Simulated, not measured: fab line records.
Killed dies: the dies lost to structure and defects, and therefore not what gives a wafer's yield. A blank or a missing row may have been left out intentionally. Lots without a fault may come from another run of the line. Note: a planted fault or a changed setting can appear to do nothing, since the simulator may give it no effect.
fab line records + flow sky130
record:
- lots: 7
- wafers: 21
- lastDay: 49
route steps=708 shown LI_CONTACT@364 PAD_OPEN@708
lots that met no fault: from a run of the same line without faults
startH: hours from the record's first day to the start of the lot's first wafer shown + waitH: hours elapsed since this lot's preceding step + " as in the row above + L1.1+2: several wafers, shown together as one row + - no value, or no start was given + * or withheld: withheld + < > ~ a bound
route shown NAME@n: a module of which the file shows steps, and the number in the route of the first + usual: the fault-free wafers' mean and standard deviation + same: alike in all rows + chamber/n: place in a boat + sites: readings site by site + _std_site: how widely they spread, as a standard deviation + _edge_site: outer sites' mean less inner sites' + radiusMm: for every site, how far away it sits from the centre of the wafer + mask NAME#n: copy n + behind: tool/chamber where the wafer was last shaped + hold: why the lot was held/for how many hours/how that ended + device: whichever transistor did not switch (one of n, p or np) + end of line: the route-end tests of the same wafers + a step with no rows: only its recipe + killed: at the first sort, the dies lost to defects and structure; wafer yield is something else + map: a wafer's dies, marking killed ones x, the rest . and places with no die _
set.NAME: setting as actually run; set.NAME@STEP: the setting as run at that earlier step + model.NAME: the simulator's own value behind a step, which no gauge read
certain route steps with their lots: each step a table, each wafer a row
services: when a tool's chamber went out of use (startH, in hours from the record's first day, below 0 if earlier), for how many hours, and the reason
== steps ==
step: SKY_LI_CONTACT_CMP_02
recipe:
- material: PSG
- downForcePsi: 4
- platenRpm: 60
- padVelocityMS: 0.94248
usual:
- motorCurrentA: 12.0/0.98
- timeToEndpointS: 33.2/2.4
| lot.wafer | tool   | chamber | startH | waitH | motorCurrentA | timeToEndpointS |
|-----------|--------|---------|--------|-------|---------------|-----------------|
| L966.3    | cmp-02 | 1       | 690.63 | 0.1   | 12.2          | 32.4            |
| L966.6    | "      | 3       | "      | "     | 12.8          | 28.8            |
| L966.5    | "      | 0       | "      | "     | 13.2          | 31.4            |
| L967.1    | cmp-01 | 2       | 693.31 | 0.1   | 10.7          | 31.0            |
| L967.2    | "      | 3       | "      | "     | 12.9          | 34.4            |
| L967.5    | "      | 1       | "      | "     | 10.5          | 37.0            |
| L971.3    | cmp-02 | 0       | 728.87 | 0.0   | 13.6          | 31.8            |
| L971.5    | "      | 0       | "      | "     | 12.9          | 31.1            |
| L971.6    | "      | 1       | "      | "     | 12.0          | 33.2            |
| L973.4    | cmp-01 | 0       | 738.32 | 0.1   | 12.5          | 29.2            |
| L973.2    | "      | 1       | "      | "     | 10.7          | 35.2            |
| L973.6    | "      | 0       | "      | "     | 12.7          | 32.6            |
| L974.4    | cmp-02 | 2       | 746.95 | 0.1   | 11.1          | 32.2            |
| L974.2    | "      | 0       | "      | "     | 13.6          | 33.4            |
| L974.5    | "      | 2       | "      | "     | 10.7          | 29.3            |
| L976.1    | cmp-01 | 2       | 767.74 | 0.1   | 11.4          | 33.6            |
| L976.4    | "      | 1       | "      | "     | 10.4          | 35.3            |
| L976.6    | "      | 2       | "      | "     | 11.7          | 33.8            |
| L978.4    | cmp-02 | 1       | 795.62 | 0.0   | 12.4          | 34.9            |
| L978.1    | "      | 3       | "      | "     | 12.6          | 32.1            |
| L978.2    | "      | 0       | "      | "     | 12.4          | 35.0            |
step: SKY_LI_CONTACT_BOW_MEAS_03
recipe:
- mode: bow
usual:
- LI_CONTACT_BOW: 55/6.4
| lot.wafer | tool         | chamber | startH | waitH | LI_CONTACT_BOW[um] |
|-----------|--------------|---------|--------|-------|--------------------|
| L966.3    | filmMetro-02 | -       | 690.87 | 0.2   | 61                 |
| L966.5    | "            | -       | "      | "     | 55                 |
| L966.6    | "            | -       | "      | "     | 52                 |
| L967.1    | filmMetro-01 | -       | 693.56 | 0.2   | 58                 |
| L967.2    | "            | -       | "      | "     | 57                 |
| L967.5    | "            | -       | "      | "     | 67                 |
| L971.3    | filmMetro-01 | -       | 729.21 | 0.3   | 59                 |
| L971.5    | "            | -       | "      | "     | 53                 |
| L971.6    | "            | -       | "      | "     | 43                 |
| L973.2    | filmMetro-03 | -       | 738.59 | 0.2   | 54                 |
| L973.4    | "            | -       | "      | "     | 59                 |
| L973.6    | "            | -       | "      | "     | 50                 |
| L974.2    | filmMetro-03 | -       | 747.22 | 0.1   | 53                 |
| L974.4    | "            | -       | "      | "     | 48                 |
| L974.5    | "            | -       | "      | "     | 54                 |
| L976.1    | filmMetro-01 | -       | 768.04 | 0.2   | 57                 |
| L976.4    | "            | -       | "      | "     | 62                 |
| L976.6    | "            | -       | "      | "     | 53                 |
| L978.1    | filmMetro-03 | -       | 795.92 | 0.1   | 60                 |
| L978.2    | "            | -       | "      | "     | 63                 |
| L978.4    | "            | -       | "      | "     | 47                 |
step: SKY_LI_CONTACT_DEHYDRATE_04
recipe:
- tempC: 200
- timeS: 60
step: SKY_LI_CONTACT_HMDS_05
recipe:
- primeTimeS: 60
- primeTempC: 120
step: SKY_LI_CONTACT_COAT_06
recipe:
- resist: BARC
- tempC: withheld
- timeS: withheld
- spinRpm: 3000
- resistThkNm: 60
step: SKY_LI_CONTACT_COAT_07
recipe:
- resist: KrF-thick
- spinRpm: 3000
- resistThkNm: 450
step: SKY_LI_CONTACT_SOFTBAKE_08
recipe:
- tempC: 100
- timeS: 90
- resist: KrF-thick
step: SKY_LI_CONTACT_EXPOSE_09
recipe:
- maskId: LICM1
- na: 0.8
- sourceShape: annular
- sigmaInner: 0.55
- sigmaOuter: 0.85
- targetCdNm: 170
- doseMj: 38
step: SKY_LI_CONTACT_PEB_10
recipe:
- pebTempC: withheld
- pebTimeS: withheld
- resist: KrF-thick
step: SKY_LI_CONTACT_DEVELOP_11
recipe:
- developTimeS: 60
- resist: KrF-thick
- devTempC: 21
step: SKY_LI_CONTACT_CD_MEAS_12
recipe:
- targetCdNm: 170
usual:
- cdNm: 170.5/1.8
| lot.wafer | tool     | chamber | startH | waitH | cdNm  |
|-----------|----------|---------|--------|-------|-------|
| L966.3    | cdSem-01 | -       | 718.20 | -     | 171.3 |
| L966.5    | "        | -       | "      | "     | 171.6 |
| L966.6    | "        | -       | "      | "     | 170.9 |
| L967.1    | cdSem-01 | -       | 721.14 | -     | 169.0 |
| L967.2    | "        | -       | "      | "     | 167.1 |
| L967.5    | "        | -       | "      | "     | 167.2 |
| L971.3    | cdSem-02 | -       | 756.99 | -     | 171.3 |
| L971.5    | "        | -       | "      | "     | 170.8 |
| L971.6    | "        | -       | "      | "     | 170.2 |
| L973.2    | cdSem-01 | -       | 765.69 | -     | 170.2 |
| L973.4    | "        | -       | "      | "     | 170.4 |
| L973.6    | "        | -       | "      | "     | 170.8 |
| L974.2    | cdSem-01 | -       | 773.84 | -     | 170.8 |
| L974.4    | "        | -       | "      | "     | 171.0 |
| L974.5    | "        | -       | "      | "     | 170.1 |
| L976.1    | cdSem-01 | -       | 794.81 | -     | 172.2 |
| L976.4    | "        | -       | "      | "     | 170.3 |
| L976.6    | "        | -       | "      | "     | 171.7 |
| L978.1    | cdSem-01 | -       | 822.71 | -     | 170.0 |
| L978.2    | "        | -       | "      | "     | 168.2 |
| L978.4    | "        | -       | "      | "     | 169.9 |
step: SKY_LI_CONTACT_OVL_MEAS_13
usual:
- LI_CONTACT_OVL: 0/4.9
| lot.wafer | tool       | chamber | startH | waitH | LI_CONTACT_OVL[nm] |
|-----------|------------|---------|--------|-------|--------------------|
| L966.3    | overlay-02 | -       | 718.30 | 0.1   | -2                 |
| L966.5    | "          | -       | "      | "     | -3                 |
| L966.6    | "          | -       | "      | "     | -3                 |
| L967.1    | overlay-01 | -       | 721.26 | 0.1   | -1                 |
| L967.2    | "          | -       | "      | "     | -8                 |
| L967.5    | "          | -       | "      | "     | -3                 |
| L971.3    | overlay-02 | -       | 757.09 | 0.1   | -5                 |
| L971.5    | "          | -       | "      | "     | -2                 |
| L971.6    | "          | -       | "      | "     | -2                 |
| L973.2    | overlay-02 | -       | 765.80 | 0.1   | 2                  |
| L973.4    | "          | -       | "      | "     | 1                  |
| L973.6    | "          | -       | "      | "     | -1                 |
| L974.2    | overlay-01 | -       | 773.95 | 0.1   | -2                 |
| L974.4    | "          | -       | "      | "     | 0                  |
| L974.5    | "          | -       | "      | "     | -1                 |
| L976.1    | overlay-02 | -       | 794.93 | 0.1   | -2                 |
| L976.4    | "          | -       | "      | "     | -7                 |
| L976.6    | "          | -       | "      | "     | 5                  |
| L978.1    | overlay-01 | -       | 822.83 | 0.1   | -5                 |
| L978.2    | "          | -       | "      | "     | -6                 |
| L978.4    | "          | -       | "      | "     | -3                 |
step: SKY_LI_CONTACT_ETCH_14
recipe:
- chemistry: N2/H2
- target: BARC
- ionEnergyEv: 200
- sourceW: 500
- biasW: 100
- pressureMtorr: 30
- n2FlowSccm: 100
- h2FlowSccm: 200
- stopOn: SiO2
- timeS: 45.9
- targetDepthA: 600
usual:
- drypumpMotorCurrentA: 5.8/0.46
- oesProductAu: 0.854/0.0045
- rfFwdPowerW: 495.0/1.9
- throttleValvePct: 13.226/0.0092
same:
- timeS: 45.9
| lot.wafer | tool       | chamber | startH | waitH | drypumpMotorCurrentA | oesProductAu | rfFwdPowerW | rfHoursCounterH | throttleValvePct | model.KrF-thick_of_LI_CONTACT_COAT_07.thkNm | model.LI_CONTACT.cdNm | model.SiO2_of_SONOS_ONO_CVD_04.thkNm |
|-----------|------------|---------|--------|-------|----------------------|--------------|-------------|-----------------|------------------|---------------------------------------------|-----------------------|--------------------------------------|
| L966.3    | rieDiel-03 | 0       | 718.32 | 0.0   | 6.3                  | 0.850        | 495.0       | 20              | 13.228           | 391.8                                       | 171.5                 | 4.274                                |
| L966.5    | "          | 2       | "      | "     | 6.3                  | 0.854        | 496.9       | -               | 13.227           | 393.8                                       | 171.3                 | 4.252                                |
| L966.6    | "          | 3       | "      | "     | 6.1                  | 0.853        | 494.8       | -               | 13.236           | 393.6                                       | 170.7                 | 4.257                                |
| L967.1    | rieDiel-01 | 1       | 721.30 | 0.0   | 5.4                  | 0.848        | 490.7       | 7               | 13.219           | 395.2                                       | 169.5                 | 4.426                                |
| L967.2    | "          | 2       | "      | "     | 5.4                  | 0.858        | 493.8       | 6               | 13.232           | 392.5                                       | 166.8                 | 4.514                                |
| L967.5    | "          | 3       | "      | "     | 5.4                  | 0.854        | 494.8       | -               | 13.217           | 395                                         | 168.3                 | 4.535                                |
| L971.3    | rieDiel-03 | 2       | 757.11 | 0.0   | 6.3                  | 0.850        | 496.3       | 6               | 13.238           | 392.7                                       | 171.7                 | 4.131                                |
| L971.5    | "          | 0       | "      | "     | 6.3                  | 0.861        | 696.6       | -               | 13.227           | 377.3                                       | 174.5                 | 3.577                                |
| L971.6    | "          | 3       | "      | "     | 6.1                  | 0.853        | 496.8       | -               | 13.219           | 394.6                                       | 169.5                 | 4.096                                |
| L973.2    | rieDiel-03 | 0       | 765.83 | 0.0   | 6.3                  | 0.847        | 693.8       | 22              | 13.220           | 375.5                                       | 174.2                 | 3.57                                 |
| L973.4    | "          | 2       | "      | "     | 6.3                  | 0.843        | 498.5       | 6               | 13.210           | 392.2                                       | 170.1                 | 4.209                                |
| L973.6    | "          | 0       | "      | "     | 6.3                  | 0.853        | 695.6       | -               | 13.226           | 375.8                                       | 174.9                 | 3.548                                |
| L974.2    | rieDiel-03 | 0       | 773.98 | 0.0   | 6.3                  | 0.862        | 697.8       | 22              | 13.248           | 378.2                                       | 174.3                 | 3.579                                |
| L974.4    | "          | 3       | "      | "     | 6.1                  | 0.859        | 492.5       | 5               | 13.226           | 394.5                                       | 169.7                 | 4.282                                |
| L974.5    | "          | 3       | "      | "     | 6.1                  | 0.854        | 493.9       | -               | 13.228           | 395.2                                       | 169.3                 | 4.329                                |
| L976.1    | rieDiel-02 | 1       | 794.97 | 0.0   | 6.5                  | 0.845        | 491.4       | 14              | 13.246           | 392                                         | 173.2                 | 4.135                                |
| L976.4    | "          | 3       | "      | "     | 5.0                  | 0.851        | 494.3       | 16              | 13.237           | 393.9                                       | 171.3                 | 4.088                                |
| L976.6    | "          | 3       | "      | "     | 5.0                  | 0.860        | 494.5       | -               | 13.226           | 391.9                                       | 172.5                 | 4.141                                |
| L978.1    | rieDiel-02 | 3       | 822.87 | 0.0   | 5.0                  | 0.850        | 494.8       | 17              | 13.242           | 392.1                                       | 170.2                 | 4.371                                |
| L978.2    | "          | 0       | "      | "     | 5.9                  | 0.863        | 494.3       | 15              | 13.224           | 392                                         | 168.5                 | 4.297                                |
| L978.4    | "          | 2       | "      | "     | 5.6                  | 0.849        | 496.6       | 5               | 13.226           | 391.2                                       | 168.9                 | 4.261                                |
step: SKY_LI_CONTACT_ETCH_15
recipe:
- target: PSG
- chemistry: C4F8/O2/Ar
- stopOn: Si
- taperDeg: 4.15
- maskMaterial: KrF-thick
- sourceW: 1500
- biasW: 1200
- pressureMtorr: 40
- c4f8FlowSccm: withheld
- O2_flow_sccm: 6
- Ar_flow_sccm: 300
- timeS: withheld
- targetDepthA: 6000
usual:
- oesProductAu: 0.837/0.0048
- rfFwdPowerW: 1492/4.9
| lot.wafer | tool       | chamber | startH | waitH | oesProductAu | rfFwdPowerW | model.KrF-thick_of_LI_CONTACT_COAT_07.thkNm | model.LI_CONTACT.cdNm |
|-----------|------------|---------|--------|-------|--------------|-------------|---------------------------------------------|-----------------------|
| L966.3    | rieDiel-03 | 0       | 718.36 | 0.0   | 0.835        | 1496        | 228.9                                       | 171.7                 |
| L966.5    | "          | 2       | "      | "     | 0.842        | 1493        | 230.7                                       | 171.8                 |
| L966.6    | "          | 3       | "      | "     | 0.835        | 1488        | 233.5                                       | 171.1                 |
| L967.1    | rieDiel-01 | 1       | 721.34 | 0.0   | 0.841        | 1492        | 238.4                                       | 169.5                 |
| L967.2    | "          | 2       | "      | "     | 0.839        | 1495        | 231                                         | 167.1                 |
| L967.5    | "          | 3       | "      | "     | 0.845        | 1503        | 231.2                                       | 168.3                 |
| L971.3    | rieDiel-03 | 2       | 757.15 | 0.0   | 0.836        | 1489        | 228.6                                       | 172                   |
| L971.5    | "          | 0       | "      | "     | 0.829        | 1497        | 211.6                                       | 174.6                 |
| L971.6    | "          | 3       | "      | "     | 0.838        | 1489        | 234.5                                       | 169.6                 |
| L973.2    | rieDiel-03 | 0       | 765.87 | 0.0   | 0.831        | 1494        | 212.5                                       | 174.1                 |
| L973.4    | "          | 2       | "      | "     | 0.838        | 1494        | 230.1                                       | 170.3                 |
| L973.6    | "          | 0       | "      | "     | 0.835        | 1495        | 212.7                                       | 174.8                 |
| L974.2    | rieDiel-03 | 0       | 774.02 | 0.0   | 0.839        | 1486        | 215.6                                       | 174.7                 |
| L974.4    | "          | 3       | "      | "     | 0.837        | 1491        | 234.4                                       | 169.9                 |
| L974.5    | "          | 3       | "      | "     | 0.839        | 1490        | 235.4                                       | 169.6                 |
| L976.1    | rieDiel-02 | 1       | 795.01 | 0.0   | 0.840        | 1488        | 229.3                                       | 172.8                 |
| L976.4    | "          | 3       | "      | "     | 0.841        | 1488        | 234.4                                       | 171                   |
| L976.6    | "          | 3       | "      | "     | 0.843        | 1480        | 232.1                                       | 172                   |
| L978.1    | rieDiel-02 | 3       | 822.91 | 0.0   | 0.834        | 1490        | 233                                         | 169.2                 |
| L978.2    | "          | 0       | "      | "     | 0.833        | 1485        | 232.8                                       | 167.7                 |
| L978.4    | "          | 2       | "      | "     | 0.836        | 1498        | 227.8                                       | 168.8                 |
step: SKY_LI_CONTACT_STRIP_16
recipe:
- chemistry: O2/N2
- powerW: 1400
- pressureMtorr: 1500
- platenTempC: withheld
- o2FlowSccm: 3000
- n2FlowSccm: 300
- overashFraction: 0.5
usual:
- drypumpMotorCurrentA: 5.6/0.49
- oesProductAu: 0.375/0.0053
- stripTimeToEndpointS: 3.49/0.034
| lot.wafer | tool           | chamber | startH | waitH | drypumpMotorCurrentA | oesProductAu | rfHoursCounterH | stripTimeToEndpointS |
|-----------|----------------|---------|--------|-------|----------------------|--------------|-----------------|----------------------|
| L966.3    | plasmaAsher-02 | 0       | 718.48 | -     | 5.0                  | 0.381        | -               | 3.47                 |
| L966.5    | "              | 0       | "      | "     | 5.0                  | 0.367        | -               | 3.48                 |
| L966.6    | "              | 1       | "      | "     | 5.6                  | 0.385        | -               | 3.52                 |
| L967.1    | plasmaAsher-01 | 1       | 721.42 | -     | 5.4                  | 0.381        | 102             | 3.58                 |
| L967.2    | "              | 0       | "      | "     | 6.3                  | 0.374        | 102             | 3.50                 |
| L967.5    | "              | 1       | "      | "     | 5.4                  | 0.379        | -               | 3.50                 |
| L971.3    | plasmaAsher-01 | 1       | 757.27 | -     | 5.4                  | 0.376        | -               | 3.46                 |
| L971.5    | "              | 0       | "      | "     | 6.3                  | 0.368        | -               | 3.28                 |
| L971.6    | "              | 1       | "      | "     | 5.4                  | 0.378        | -               | 3.53                 |
| L973.2    | plasmaAsher-01 | 1       | 765.95 | -     | 5.3                  | 0.361        | 2               | 3.29                 |
| L973.4    | "              | 0       | "      | "     | 6.3                  | 0.366        | -               | 3.49                 |
| L973.6    | "              | 0       | "      | "     | 6.3                  | 0.358        | -               | 3.30                 |
| L974.2    | plasmaAsher-02 | 1       | 774.10 | -     | 5.6                  | 0.367        | 98              | 3.33                 |
| L974.4    | "              | 1       | "      | "     | 5.6                  | 0.383        | -               | 3.53                 |
| L974.5    | "              | 0       | "      | "     | 5.0                  | 0.376        | -               | 3.56                 |
| L976.1    | plasmaAsher-02 | 1       | 795.10 | -     | 5.6                  | 0.376        | 100             | 3.47                 |
| L976.4    | "              | 1       | "      | "     | 5.6                  | 0.377        | -               | 3.54                 |
| L976.6    | "              | 0       | "      | "     | 5.0                  | 0.375        | -               | 3.50                 |
| L978.1    | plasmaAsher-02 | 0       | 823.00 | -     | 4.9                  | 0.376        | 103             | 3.50                 |
| L978.2    | "              | 1       | "      | "     | 5.6                  | 0.384        | 103             | 3.52                 |
| L978.4    | "              | 0       | "      | "     | 5.0                  | 0.375        | -               | 3.44                 |
step: SKY_LI_CONTACT_CLEAN_17
recipe:
- chemistry: NMP
- timeS: 600
- tempC: 60
- dry: n2Spin
step: SKY_PAD_OPEN_PROBE_99
usual:
- killed_at_M0_to_M3: 43/7.2
- killed_at_M4_up: 3.3/2
- killedAtContacts: 25/5.8
- killedAtFrontEnd: 15/4.5
- killedAtOther: 0.3/0.62
- killedDies: 86/9.4
- killedOpen: 47/7.1
- killedShort: 39/6
same:
- grossDies: 492
- killedAtBackSide: 0
| lot.wafer | tool      | chamber | startH  | waitH | killed_at_M0_to_M3 | killed_at_M4_up | killedAtContacts | killedAtFrontEnd | killedAtOther | killedDies | killedOpen | killedShort |
|-----------|-----------|---------|---------|-------|--------------------|-----------------|------------------|------------------|---------------|------------|------------|-------------|
| L971.3    | prober-01 | -       | 1138.54 | 0.2   | 51                 | 4               | 22               | 17               | 0             | 94         | 53         | 41          |
killed by level:class
L971.3 VIA1:geometricParticle:open=12 CONTACT:geometricParticle:open=11 VIA2:geometricParticle:open=10 VIA3:geometricParticle:open=7 METAL1:geometricParticle:short=6 FIELD_ISO:geometricParticle:short=5 LOCAL_INTERCONNECT:geometricParticle:short=5 VIA3:geometricParticle:short=5
== services ==
| tool           | chamber | startH | hours | kind                          |
|----------------|---------|--------|-------|-------------------------------|
| rieDiel-01     | 0       | 682.26 | 5.6   | repair                        |
| plasmaAsher-02 | -       | 691.22 | 5.7   | repair                        |
| cmp-01         | -       | 699.01 | 2.6   | repair                        |
| rieDiel-02     | 1       | 708.46 | 3.8   | repair                        |
| rieDiel-01     | 0       | 711.80 | 7.7   | repair                        |
| rieDiel-03     | 3       | 730.07 | 11.3  | repair                        |
| plasmaAsher-01 | -       | 733.75 | 9.0   | pm                            |
| plasmaAsher-01 | 0       | 733.75 | 9.0   | ventCycle                     |
| plasmaAsher-01 | 1       | 733.75 | 9.0   | ventCycle                     |
| rieDiel-01     | 1       | 740.98 | 9.5   | repair                        |
| plasmaAsher-01 | 0       | 742.75 | -     | clean                         |
| plasmaAsher-01 | 1       | 742.75 | -     | clean                         |
| cmp-01         | -       | 744.33 | 4.0   | pm                            |
| cmp-01         | -       | 748.33 | -     | consumableReplace:conditioner |
| cmp-01         | -       | 748.33 | -     | consumableReplace:pad         |
| plasmaAsher-01 | -       | 761.12 | 1.5   | repair                        |
| rieDiel-03     | 0       | 778.80 | 9.1   | repair                        |
| cmp-01         | -       | 783.61 | 0.6   | repair                        |
| cmp-01         | -       | 785.66 | 4.0   | pm                            |
| cmp-01         | -       | 794.37 | 18.9  | pm                            |
| cmp-02         | -       | 797.39 | 0.8   | repair                        |
| rieDiel-03     | 0       | 811.11 | 44.7  | repair                        |
| rieDiel-03     | -       | 817.02 | 0.5   | repair                        |
| rieDiel-03     | 1       | 820.16 | 5.5   | repair                        |
== key ==
firstSign:
- step: SKY_LI_CONTACT_ETCH_14
- reading: rfFwdPowerW
- direction: up
- sigmas: 99+
- usual: 495.0
- struck: 695.9
effect:
- step: SKY_LI_CONTACT_STRIP_16
- reading: stripTimeToEndpointS
- direction: down
- sigmas: 5.7
- usual: *
- struck: *
modelEffect:
- step: SKY_LI_CONTACT_ETCH_14
- value: KrF-thick_of_LI_CONTACT_COAT_07.thkNm
- without: 392.1
- struck: 376.7
modelEffect:
- step: SKY_LI_CONTACT_ETCH_15
- value: KrF-thick_of_LI_CONTACT_COAT_07.thkNm
- without: 228.5
- struck: 213.1
metAt SKY_LI_CONTACT_ETCH_14
struckWafers L971.5,L973.2,L973.6,L974.2
testerLeftOut L971,L973,L974
onsetBetween 718.32 757.11
fault:
- kind: processParameterDrift
- tool: rieDiel-03
- chamber: 0
- onsetH: 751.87
- steps: SKY_LI_CONTACT_ETCH_14
- channel: sourceW
- offset: 200
- shape: step
- endH: 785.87
- actsIn: theseRecipesOnly
- stated: 500
testerLeftOut: of these lots the tester's yield and bins aren't shown, on N5 and GAA mostly nor the transistor test; their killed dies are dies lost to structure and defects alone, not to doping, threshold or leakage, so they don't give the yield
